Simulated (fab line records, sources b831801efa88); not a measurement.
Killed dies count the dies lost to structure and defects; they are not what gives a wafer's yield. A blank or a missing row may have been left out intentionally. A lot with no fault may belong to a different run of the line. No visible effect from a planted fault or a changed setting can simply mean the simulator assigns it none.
Chamber matching    flow sky130    SKY_FIELD_ISO_ETCH_17 on rie si-01: 4 sister chambers
The step etches Si in HBr/Cl2/O2, target depth 342 nm, time 97.7 s. 8 wafers are shown with their chamber, then 8 later ones without.

## WAFERS WITH THEIR CHAMBER
wafer   chamber  drypump motor current A (A)  oes product au (a.u.)
L664.5  1        6.1                          0.997
L668.3  2        5.6                          1.007
L668.4  1        6.2                          0.998
L673.2  2        5.7                          1.008
L673.4  3        5.6                          0.995
L678.5  0        6.1                          1.008
L678.6  3        5.6                          0.995
L679.2  0        6.1                          1.006

## WAFERS WITH NO CHAMBER GIVEN
wafer   drypump motor current A (A)  oes product au (a.u.)
L679.3  6.2                          1.000
L679.5  5.6                          0.999
L680.3  6.1                          1.007
L680.4  6.1                          1.004
L680.6  6.2                          1.007
L681.1  5.6                          0.995
L681.4  6.1                          0.996
L681.6  5.6                          1.019

## EACH ONE'S CHAMBER
wafer    from the rows above   in truth
L679.3   1                     1
L679.5   3                     3
L680.3   0                     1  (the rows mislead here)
L680.4   0                     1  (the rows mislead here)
L680.6   0                     0
L681.1   3                     3
L681.4   1                     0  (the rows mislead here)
L681.6   2                     2
Correctly placed: 5 of 8. Number that these rows cannot place: 0. Number placed wrongly: 3.
How it was worked out, from the rows above alone: a wafer's distance from a chamber is the root of the sum, over the readings, of the square of ((its reading less the chamber's mean) divided by the reading's scatter). The wafer belongs to the nearest chamber; if the next one is less than 2 further off, it can't be placed. The mean given for a chamber averages the wafers shown for that chamber. The scatter: take each reading less its chamber's mean, square it, sum over the shown wafers, divide by the number of wafers less the number of chambers, and take the root.
